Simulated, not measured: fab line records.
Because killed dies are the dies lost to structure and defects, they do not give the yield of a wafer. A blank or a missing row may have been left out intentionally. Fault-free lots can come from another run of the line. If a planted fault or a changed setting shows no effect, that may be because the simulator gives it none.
fab line records | flow sky130
record: lots: 11 | wafers: 33 | last_day: 50
route steps=708 shown LI_CONTACT@375 LOCAL_INTERCONNECT@400 CONTACT@406 PAD_OPEN@708
lots that met no fault: from a run of the same line without faults
start_h: hours from the record's opening day to when the first of the lot's shown wafers began | wait_h: how many hours have passed since the lot's step before this one | " repeats the value in the row above | L1.1+2: a single row standing in for several wafers | - value missing, or start not given | * or withheld: withheld | < > ~ a bound
route shown NAME@n: a module of which the file shows steps, and the number in the route of the first | usual: mean/standard deviation taken from wafers without a fault | same: alike in all rows | chamber/n: place in a boat | sites: each site's reading | _std_site: how widely they spread, as a standard deviation | _edge_site: outer sites' mean less inner sites' | radius_mm: for every site, how far away it sits from the centre of the wafer | mask NAME#n: copy n | behind: the most recent tool/chamber to have shaped the wafer | hold: why the lot was held/for how many hours/how that ended | device: the n, p or np transistor that did not switch | end of line: the same wafers' tests at the end of the route | a step given without rows: its recipe and nothing more | killed: count of dies lost to structure and defects at first sort (not the wafer's yield) | map: the dies of a wafer, with x for killed, . for not killed, _ for no die there
set.NAME: the setting that was run; set.NAME@STEP: the one run at that earlier step | model.NAME: the simulator's own value behind a step, which no gauge read
route steps across a sampled set of lots; one table per step, one row per wafer
services: a tool's chamber out of use, with start hour (start_h, from the record's first day; less than 0 if before it), hours out, and reason
== steps ==
step: SKY_LI_CONTACT_OVL_MEAS_13
usual: LI_CONTACT_OVL: 0/5.5
lot.wafer | tool       | chamber | start_h | wait_h | LI_CONTACT_OVL[nm]
L343.2    | overlay-01 | -       | 684.23  | 0.1    | -5
L343.3    | "          | -       | "       | "      | -7
L343.4    | "          | -       | "       | "      | -5
L348.1    | overlay-01 | -       | 732.53  | 0.1    | -1
L348.4    | "          | -       | "       | "      | -1
L348.5    | "          | -       | "       | "      | -2
L350.1    | overlay-02 | -       | 736.28  | 0.1    | -6
L350.3    | "          | -       | "       | "      | 0
L350.4    | "          | -       | "       | "      | 2
L349.2    | overlay-01 | -       | 737.49  | 0.1    | 5
L349.4    | "          | -       | "       | "      | 2
L349.6    | "          | -       | "       | "      | 8
L352.1    | overlay-01 | -       | 758.15  | 0.1    | 6
L352.2    | "          | -       | "       | "      | 9
L352.5    | "          | -       | "       | "      | 3
L353.1    | overlay-02 | -       | 760.60  | 0.1    | 6
L353.3    | "          | -       | "       | "      | 6
L353.6    | "          | -       | "       | "      | 7
L354.3    | overlay-02 | -       | 777.62  | 0.1    | -5
L354.5    | "          | -       | "       | "      | -3
L354.6    | "          | -       | "       | "      | -6
L358.1    | overlay-01 | -       | 797.85  | 0.1    | 1
L358.2    | "          | -       | "       | "      | 7
L358.5    | "          | -       | "       | "      | -7
L361.1    | overlay-02 | -       | 825.80  | 0.1    | 2
L361.4    | "          | -       | "       | "      | -6
L361.6    | "          | -       | "       | "      | -8
L362.2    | overlay-01 | -       | 828.08  | 0.1    | 2
L362.4    | "          | -       | "       | "      | 1
L362.5    | "          | -       | "       | "      | 2
L366.1    | overlay-01 | -       | 850.35  | 0.1    | -4
L366.4    | "          | -       | "       | "      | -6
L366.6    | "          | -       | "       | "      | -6
step: SKY_LI_CONTACT_ETCH_14
recipe: chemistry: N2/H2 | target: BARC | ion_energy_ev: 200 | source_w: 500 | bias_w: 100 | pressure_mtorr: 30 | n2_flow_sccm: 100 | h2_flow_sccm: 200 | stop_on: SiO2 | time_s: 45.9 | target_depth_a: 600
usual: drypump_motor_current_A: 5.7/0.58 | oes_product_au: 0.854/0.0044 | run_length_s: 74.2/0.45 | throttle_valve_pct: 13.226/0.0099
lot.wafer | tool        | chamber | start_h | wait_h | drypump_motor_current_A | oes_product_au | rf_hours_counter_h | run_length_s | throttle_valve_pct
L343.2    | rie_diel-04 | 1       | 684.26  | 0.0    | 5.6                     | 0.857          | 5                  | 74.0         | 13.222
L343.3    | "           | 0       | "       | "      | 5.1                     | 0.853          | 14                 | 73.9         | 13.235
L343.4    | "           | 0       | "       | "      | 5.1                     | 0.859          | -                  | 74.5         | 13.222
L348.1    | rie_diel-04 | 3       | 732.56  | 0.0    | 4.9                     | 0.859          | 7                  | 73.4         | 13.218
L348.4    | "           | 0       | "       | "      | 5.1                     | 0.858          | 14                 | 73.7         | 13.218
L348.5    | "           | 0       | "       | "      | 5.0                     | 0.845          | -                  | 73.6         | 13.221
L350.1    | rie_diel-04 | 2       | 736.31  | 0.0    | 6.4                     | 0.854          | 7                  | 74.6         | 13.236
L350.3    | "           | 0       | "       | "      | 5.0                     | 0.860          | 15                 | 74.0         | 13.237
L350.4    | "           | 3       | "       | "      | 4.9                     | 0.847          | 8                  | 73.4         | 13.223
L349.2    | rie_diel-03 | 0       | 737.52  | 0.0    | 5.7                     | 0.850          | 16                 | 74.7         | 13.229
L349.4    | "           | 1       | "       | "      | 6.3                     | 0.849          | 15                 | 74.8         | 13.237
L349.6    | "           | 2       | "       | "      | 5.9                     | 0.850          | -                  | 74.1         | 13.221
L352.1    | rie_diel-04 | 3       | 758.19  | 0.0    | 4.9                     | 0.846          | 8                  | 73.8         | 13.233
L352.2    | "           | 1       | "       | "      | 5.5                     | 0.856          | 7                  | 74.5         | 13.241
L352.5    | "           | 3       | "       | "      | 4.9                     | 0.856          | -                  | 73.3         | 13.223
L353.1    | rie_diel-03 | 1       | 760.64  | 0.0    | 6.3                     | 0.853          | 15                 | 74.5         | 13.216
L353.3    | "           | 2       | "       | "      | 5.9                     | 0.852          | 19                 | 74.1         | 13.223
L353.6    | "           | 3       | "       | "      | 5.9                     | 0.858          | -                  | 74.5         | 13.225
L354.3    | rie_diel-02 | 2       | 777.64  | 0.0    | 6.5                     | 0.849          | 19                 | 75.0         | 13.227
L354.5    | "           | 3       | "       | "      | 5.9                     | 0.854          | -                  | 74.4         | 13.224
L354.6    | "           | 2       | "       | "      | 6.5                     | 0.850          | -                  | 74.7         | 13.230
L358.1    | rie_diel-04 | 0       | 797.89  | 0.0    | 5.0                     | 0.855          | 16                 | 74.0         | 13.243
L358.2    | "           | 3       | "       | "      | 4.9                     | 0.850          | 9                  | 73.7         | 13.241
L358.5    | "           | 0       | "       | "      | 5.0                     | 0.852          | -                  | 73.9         | 13.219
L361.1    | rie_diel-02 | 2       | 825.84  | 0.0    | 6.4                     | 0.858          | 21                 | 74.5         | 13.212
L361.4    | "           | 3       | "       | "      | 5.9                     | 0.847          | 10                 | 74.4         | 13.234
L361.6    | "           | 2       | "       | "      | 6.5                     | 0.849          | -                  | 74.5         | 13.228
L362.2    | rie_diel-02 | 1       | 828.11  | 0.0    | 6.4                     | 0.854          | 2                  | 74.7         | 13.247
L362.4    | "           | 3       | "       | "      | 5.9                     | 0.855          | 10                 | 74.7         | 13.226
L362.5    | "           | 0       | "       | "      | 5.3                     | 0.853          | -                  | 74.4         | 13.240
L366.1    | rie_diel-04 | 3       | 850.39  | 0.0    | 4.9                     | 0.861          | 10                 | 73.5         | 13.226
L366.4    | "           | 2       | "       | "      | 6.3                     | 0.860          | 9                  | 74.3         | 13.226
L366.6    | "           | 3       | "       | "      | 4.9                     | 0.853          | -                  | 73.9         | 13.236
step: SKY_LOCAL_INTERCONNECT_ETCH_13
recipe: chemistry: N2/H2 | target: BARC | ion_energy_ev: 200 | bias_w: 100 | pressure_mtorr: 30 | n2_flow_sccm: 100 | h2_flow_sccm: 200 | icp_w: 500 | stop_on: SiO2 | time_s: 45.9 | target_depth_a: 600
usual: drypump_motor_current_A: 5.5/0.38 | oes_product_au: 0.855/0.0049 | run_length_s: 74.1/0.77 | throttle_valve_pct: 13.224/0.0093
lot.wafer | tool         | chamber | start_h | wait_h | drypump_motor_current_A | oes_product_au | rf_hours_counter_h | run_length_s | throttle_valve_pct
L343.2    | rie_metal-04 | 0       | 713.14  | 0.0    | 5.9                     | 0.844          | 3                  | 73.7         | 13.223
L343.3    | "            | 1       | "       | "      | 5.2                     | 0.855          | -                  | 74.0         | 13.219
L343.4    | "            | 0       | "       | "      | 5.9                     | 0.856          | -                  | 74.0         | 13.214
L348.1    | rie_metal-03 | 0       | 762.09  | 0.0    | 5.9                     | 0.858          | 13                 | 73.7         | 13.226
L348.4    | "            | 1       | "       | "      | 5.0                     | 0.863          | -                  | 73.3         | 13.205
L348.5    | "            | 0       | "       | "      | 6.0                     | 0.850          | -                  | 74.0         | 13.216
L350.1    | rie_metal-03 | 0       | 765.69  | 0.0    | 6.0                     | 0.856          | 13                 | 73.9         | 13.225
L350.3    | "            | 0       | "       | "      | 6.0                     | 0.857          | -                  | 74.3         | 13.235
L350.4    | "            | 1       | "       | "      | 5.0                     | 0.858          | -                  | 73.8         | 13.237
L349.2    | rie_metal-04 | 0       | 766.39  | 0.0    | 5.9                     | 0.857          | 4                  | 74.1         | 13.213
L349.4    | "            | 0       | "       | "      | 6.0                     | 0.855          | -                  | 74.1         | 13.224
L349.6    | "            | 1       | "       | "      | 5.2                     | 0.861          | -                  | 74.3         | 13.224
L352.1    | rie_metal-03 | 0       | 786.21  | 0.0    | 6.0                     | 0.856          | 13                 | 73.7         | 13.222
L352.2    | "            | 1       | "       | "      | 5.0                     | 0.849          | 7                  | 73.6         | 13.228
L352.5    | "            | 0       | "       | "      | 5.9                     | 0.858          | -                  | 74.3         | 13.232
L353.1    | rie_metal-01 | 0       | 788.76  | 0.0    | 5.7                     | 0.854          | 13                 | 74.2         | 13.232
L353.3    | "            | 1       | "       | "      | 5.2                     | 0.863          | -                  | 74.4         | 13.250
L353.6    | "            | 1       | "       | "      | 5.2                     | 0.859          | -                  | 74.5         | 13.222
L354.3    | rie_metal-03 | 1       | 804.71  | 0.0    | 5.0                     | 0.860          | -                  | 73.7         | 13.234
L354.5    | "            | 0       | "       | "      | 6.0                     | 0.855          | -                  | 73.7         | 13.212
L354.6    | "            | 1       | "       | "      | 5.0                     | 0.865          | -                  | 73.4         | 13.234
L358.1    | rie_metal-03 | 1       | 825.55  | 0.0    | 5.0                     | 0.705          | 9                  | 95.1         | 13.203
L358.2    | "            | 0       | "       | "      | 6.0                     | 0.703          | 15                 | 95.6         | 13.184
L358.5    | "            | 1       | "       | "      | 5.0                     | 0.706          | -                  | 95.2         | 13.219
L361.1    | rie_metal-01 | 1       | 853.99  | 0.0    | 5.2                     | 0.859          | 9                  | 74.4         | 13.231
L361.4    | "            | 0       | "       | "      | 5.7                     | 0.855          | -                  | 74.8         | 13.222
L361.6    | "            | 1       | "       | "      | 5.2                     | 0.849          | -                  | 74.3         | 13.218
L362.2    | rie_metal-03 | 0       | 855.59  | 0.0    | 6.0                     | 0.694          | 16                 | 95.4         | 13.203
L362.4    | "            | 0       | "       | "      | 6.0                     | 0.703          | -                  | 95.7         | 13.205
L362.5    | "            | 1       | "       | "      | 5.0                     | 0.710          | -                  | 95.2         | 13.210
L366.1    | rie_metal-01 | 0       | 878.04  | 0.0    | 5.7                     | 0.857          | 16                 | 74.6         | 13.228
L366.4    | "            | 0       | "       | "      | 5.7                     | 0.851          | -                  | 74.2         | 13.223
L366.6    | "            | 0       | "       | "      | 5.7                     | 0.859          | -                  | 74.0         | 13.225
step: SKY_LOCAL_INTERCONNECT_STRIP_15
recipe: chemistry: O2/N2 | power_w: 1400 | pressure_mtorr: 1500 | platen_temp_c: withheld | o2_flow_sccm: 3000 | n2_flow_sccm: 300 | overash_fraction: 0.5
usual: drypump_motor_current_A: 5.35/0.18 | oes_product_au: 0.427/0.0041 | strip_time_to_endpoint_s: 4.727/0.022
lot.wafer | tool            | chamber | start_h | wait_h | drypump_motor_current_A | oes_product_au | rf_hours_counter_h | strip_time_to_endpoint_s
L343.2    | plasma_asher-01 | 1       | 713.25  | 0.0    | 5.29                    | 0.430          | 27                 | 4.718
L343.3    | "               | 0       | "       | "      | 5.23                    | 0.432          | -                  | 4.692
L343.4    | "               | 1       | "       | "      | 5.31                    | 0.421          | -                  | 4.709
L348.1    | plasma_asher-02 | 1       | 762.20  | 0.0    | 5.38                    | 0.431          | 2                  | 4.729
L348.4    | "               | 0       | "       | "      | 5.72                    | 0.431          | -                  | 4.774
L348.5    | "               | 1       | "       | "      | 5.40                    | 0.425          | -                  | 4.700
L350.1    | plasma_asher-04 | 0       | 765.80  | 0.0    | 5.22                    | 0.427          | 88                 | 4.706
L350.3    | "               | 1       | "       | "      | 5.19                    | 0.424          | -                  | 4.688
L350.4    | "               | 0       | "       | "      | 5.20                    | 0.431          | -                  | 4.742
L349.2    | plasma_asher-04 | 1       | 766.50  | 0.0    | 5.16                    | 0.431          | 88                 | 4.740
L349.4    | "               | 0       | "       | "      | 5.25                    | 0.426          | -                  | 4.745
L349.6    | "               | 1       | "       | "      | 5.15                    | 0.428          | -                  | 4.733
L352.1    | plasma_asher-02 | 0       | 786.33  | 0.0    | 5.72                    | 0.429          | 4                  | 4.710
L352.2    | "               | 1       | "       | "      | 5.38                    | 0.434          | 4                  | 4.735
L352.5    | "               | 1       | "       | "      | 5.37                    | 0.424          | -                  | 4.695
L353.1    | plasma_asher-04 | 1       | 788.88  | 0.0    | 5.19                    | 0.430          | 90                 | 4.713
L353.3    | "               | 0       | "       | "      | 5.22                    | 0.431          | -                  | 4.729
L353.6    | "               | 0       | "       | "      | 5.23                    | 0.424          | -                  | 4.725
L354.3    | plasma_asher-01 | 1       | 804.83  | 0.1    | 5.32                    | 0.435          | -                  | 4.746
L354.5    | "               | 1       | "       | "      | 5.32                    | 0.428          | -                  | 4.703
L354.6    | "               | 0       | "       | "      | 5.25                    | 0.422          | -                  | 4.769
L358.1    | plasma_asher-01 | 1       | 825.66  | 0.0    | 5.32                    | 0.427          | 38                 | 4.516
L358.2    | "               | 0       | "       | "      | 5.25                    | 0.427          | 38                 | 4.499
L358.5    | "               | 1       | "       | "      | 5.34                    | 0.418          | -                  | 4.525
L361.1    | plasma_asher-04 | 1       | 854.10  | 0.0    | 5.17                    | 0.425          | 97                 | 4.717
L361.4    | "               | 0       | "       | "      | 5.23                    | 0.424          | -                  | 4.729
L361.6    | "               | 0       | "       | "      | 5.20                    | 0.420          | -                  | 4.716
L362.2    | plasma_asher-02 | 1       | 855.70  | 0.0    | 5.40                    | 0.426          | 11                 | 4.523
L362.4    | "               | 1       | "       | "      | 5.39                    | 0.421          | -                  | 4.538
L362.5    | "               | 0       | "       | "      | 5.71                    | 0.419          | -                  | 4.553
L366.1    | plasma_asher-04 | 0       | 878.15  | 0.0    | 5.24                    | 0.417          | 99                 | 4.725
L366.4    | "               | 1       | "       | "      | 5.19                    | 0.422          | -                  | 4.713
L366.6    | "               | 1       | "       | "      | 5.19                    | 0.422          | -                  | 4.719
step: SKY_CONTACT_CVD_00
recipe: material: Si3N4 | target_thk_nm: 75 | temp_c: 400 | time_s: withheld | rf_w: 450
usual: heater_power_w: 734/71
lot.wafer | tool     | chamber | start_h | wait_h | heater_power_w
L343.2    | pecvd-02 | 1       | 713.86  | 0.0    | 756
L343.3    | "        | 2       | "       | "      | 800
L343.4    | "        | 2       | "       | "      | 787
L348.1    | pecvd-03 | 1       | 762.79  | 0.0    | 646
L348.4    | "        | 0       | "       | "      | 760
L348.5    | "        | 2       | "       | "      | 711
L350.1    | pecvd-01 | 1       | 766.39  | 0.0    | 741
L350.3    | "        | 2       | "       | "      | 676
L350.4    | "        | 1       | "       | "      | 712
L349.2    | pecvd-03 | 2       | 767.09  | 0.0    | 776
L349.4    | "        | 0       | "       | "      | 855
L349.6    | "        | 2       | "       | "      | 755
L352.1    | pecvd-01 | 1       | 786.92  | 0.0    | 624
L352.2    | "        | 2       | "       | "      | 679
L352.5    | "        | 1       | "       | "      | 631
L353.1    | pecvd-01 | 2       | 789.60  | 0.0    | 673
L353.3    | "        | 0       | "       | "      | 689
L353.6    | "        | 1       | "       | "      | 599
L354.3    | pecvd-02 | 2       | 805.46  | 0.0    | 830
L354.5    | "        | 0       | "       | "      | 728
L354.6    | "        | 1       | "       | "      | 830
L358.1    | pecvd-02 | 2       | 826.30  | 0.0    | 773
L358.2    | "        | 0       | "       | "      | 815
L358.5    | "        | 1       | "       | "      | 826
L361.1    | pecvd-02 | 2       | 854.75  | 0.0    | 679
L361.4    | "        | 2       | "       | "      | 693
L361.6    | "        | 0       | "       | "      | 816
L362.2    | pecvd-03 | 1       | 856.38  | 0.0    | 631
L362.4    | "        | 0       | "       | "      | 875
L362.5    | "        | 2       | "       | "      | 656
L366.1    | pecvd-02 | 1       | 878.82  | 0.0    | 803
L366.4    | "        | 0       | "       | "      | 743
L366.6    | "        | 2       | "       | "      | 799
step: SKY_PAD_OPEN_PROBE_99
usual: killed_at_M0_to_M3: 45/7.2 | killed_at_M4_up: 3.0/1.8 | killed_at_contacts: 25/6.1 | killed_at_front_end: 14/4.4 | killed_at_other: 0.2/0.44 | killed_dies: 88/10 | killed_open: 48/7.4 | killed_short: 40/6.3
same: gross_dies: 492 | killed_at_back_side: 0
lot.wafer | tool      | chamber | start_h | wait_h | killed_at_M0_to_M3 | killed_at_M4_up | killed_at_contacts | killed_at_front_end | killed_at_other | killed_dies | killed_open | killed_short
L352.1    | prober-01 | -       | 1137.28 | 0.1    | 51                 | 1               | 27                 | 18                  | 1               | 98          | 48          | 50
L352.2    | prober-01 | -       | 1137.33 | 0.1    | 55                 | 1               | 26                 | 11                  | 0               | 93          | 55          | 38
L352.5    | prober-01 | -       | 1137.48 | 0.2    | 51                 | 2               | 25                 | 24                  | 0               | 102         | 61          | 41
L358.1    | prober-01 | -       | 1167.40 | 0.1    | 45                 | 0               | 36                 | 11                  | 0               | 92          | 60          | 32
L358.2    | prober-01 | -       | 1167.45 | 0.1    | 35                 | 2               | 30                 | 11                  | 0               | 78          | 45          | 33
L358.5    | prober-01 | -       | 1167.60 | 0.2    | 35                 | 3               | 20                 | 11                  | 0               | 69          | 41          | 28
L362.2    | prober-02 | -       | 1186.23 | 0.1    | 45                 | 2               | 19                 | 19                  | 0               | 85          | 46          | 39
L362.4    | prober-02 | -       | 1186.33 | 0.2    | 39                 | 3               | 15                 | 7                   | 0               | 64          | 41          | 23
L362.5    | prober-02 | -       | 1186.38 | 0.2    | 42                 | 2               | 18                 | 9                   | 0               | 71          | 37          | 34
killed by level:class
L352.1 CONTACT:geometric_particle:open=9 METAL1:geometric_particle:short=9 VIA1:geometric_particle:short=9 VIA2:geometric_particle:open=7 FIELD_ISO:geometric_particle:open=6 VIA1:geometric_particle:open=6 LI_CONTACT:geometric_particle:open=6 LOCAL_INTERCONNECT:geometric_particle:short=6
L352.2 CONTACT:geometric_particle:open=13 VIA1:geometric_particle:open=11 VIA1:geometric_particle:short=10 VIA3:geometric_particle:open=10 LI_CONTACT:geometric_particle:open=5 METAL2:geometric_particle:short=5 VIA2:geometric_particle:open=5 METAL3:geometric_particle:short=5
L352.5 VIA1:geometric_particle:open=18 CONTACT:geometric_particle:open=8 VIA2:geometric_particle:open=8 POLY_GATE:geometric_particle:open=6 CONTACT:geometric_particle:short=6 FIELD_ISO:geometric_particle:open=5 POLY_GATE:geometric_particle:short=5 VIA1:geometric_particle:short=5
L358.1 CONTACT:geometric_particle:open=19 VIA1:geometric_particle:open=18 LI_CONTACT:geometric_particle:open=8 CONTACT:geometric_particle:short=5 VIA1:geometric_particle:short=5 VIA2:geometric_particle:open=5 LOCAL_INTERCONNECT:geometric_particle:short=4 POLY_GATE:geometric_particle:short=3
L358.2 CONTACT:geometric_particle:open=12 VIA1:geometric_particle:open=10 METAL1:geometric_particle:short=10 LI_CONTACT:geometric_particle:open=8 LOCAL_INTERCONNECT:geometric_particle:short=6 METAL2:geometric_particle:short=5 POLY_GATE:geometric_particle:open=4 VIA3:geometric_particle:open=4
L358.5 CONTACT:geometric_particle:open=10 VIA2:geometric_particle:open=7 METAL1:geometric_particle:short=7 VIA1:geometric_particle:open=7 VIA3:geometric_particle:open=6 FIELD_ISO:geometric_particle:open=3 FIELD_ISO:geometric_particle:short=3 POLY_GATE:geometric_particle:short=3
L362.2 VIA1:geometric_particle:open=14 CONTACT:geometric_particle:open=8 VIA2:geometric_particle:open=6 FIELD_ISO:geometric_particle:short=6 POLY_GATE:geometric_particle:short=6 LOCAL_INTERCONNECT:geometric_particle:short=6 VIA1:geometric_particle:short=6 FIELD_ISO:geometric_particle:open=4
L362.4 VIA1:geometric_particle:open=9 VIA2:geometric_particle:open=8 LI_CONTACT:geometric_particle:open=6 VIA3:geometric_particle:open=5 METAL1:geometric_particle:short=4 CONTACT:geometric_particle:open=4 VIA2:geometric_particle:short=4 FIELD_ISO:geometric_particle:short=3
L362.5 VIA1:geometric_particle:open=9 VIA3:geometric_particle:short=6 CONTACT:geometric_particle:open=6 METAL1:geometric_particle:short=6 VIA3:geometric_particle:open=6 CONTACT:geometric_particle:short=5 VIA1:geometric_particle:short=4 LOCAL_INTERCONNECT:geometric_particle:short=3
== services ==
tool            | chamber | start_h | hours | kind
pecvd-01        | -       | 662.43  | 2.8   | pm
pecvd-03        | 2       | 668.07  | 12.9  | repair
rie_metal-03    | -       | 670.90  | 3.6   | repair
pecvd-03        | -       | 677.42  | 0.8   | repair
pecvd-03        | 0       | 677.88  | 3.6   | repair
rie_diel-04     | 2       | 681.67  | 4.1   | repair
rie_metal-01    | 0       | 693.40  | 1.3   | repair
rie_diel-04     | -       | 707.94  | 0.9   | repair
rie_diel-04     | 0       | 712.58  | 11.5  | repair
plasma_asher-02 | -       | 733.75  | 9.0   | pm
rie_diel-02     | 2       | 747.14  | 8.9   | repair
pecvd-01        | -       | 747.80  | 0.5   | repair
plasma_asher-01 | -       | 758.28  | 3.2   | repair
pecvd-03        | -       | 778.71  | 2.8   | repair
pecvd-01        | 1       | 792.31  | 8.6   | repair
pecvd-03        | -       | 796.93  | 1.7   | repair
rie_metal-01    | -       | 805.31  | 4.0   | pm
rie_diel-04     | 3       | 810.05  | 1.5   | repair
plasma_asher-02 | -       | 812.97  | 2.8   | pm
pecvd-03        | 0       | 826.80  | 15.0  | repair
rie_diel-02     | 1       | 834.85  | 6.6   | repair
rie_diel-02     | 2       | 843.31  | 2.1   | repair
pecvd-03        | -       | 854.68  | 0.7   | repair
pecvd-03        | -       | 857.91  | 1.1   | repair
== key ==
first_sign: step: SKY_LOCAL_INTERCONNECT_ETCH_13 | reading: oes_product_au | direction: down | sigmas: 31 | usual: 0.855 | struck: 0.703
effect: step: SKY_LOCAL_INTERCONNECT_ETCH_13 | reading: run_length_s | direction: up | sigmas: 28 | usual: * | struck: *
effect: step: SKY_LOCAL_INTERCONNECT_STRIP_15 | reading: strip_time_to_endpoint_s | direction: down | sigmas: 9 | usual: * | struck: *
met_at SKY_LOCAL_INTERCONNECT_ETCH_13
struck_lots L358,L362
tester_left_out L358,L362
not_acting_at SKY_LI_CONTACT_OVL_MEAS_13,SKY_LI_CONTACT_ETCH_14,SKY_CONTACT_CVD_00
onset_between 804.71 825.55
fault: kind: process_parameter_drift | tool: rie_metal-03 | chamber: - | onset_h: 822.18 | steps: SKY_LOCAL_INTERCONNECT_ETCH_13 | channel: time_s | offset: * | shape: step | end_h: 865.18 | acts_in: * | stated: *
tester_left_out: of these lots the tester's yield and bins aren't shown, on N5 and GAA mostly nor the transistor test; their killed dies are dies lost to structure and defects alone, not to doping, threshold or leakage, so they don't give the yield
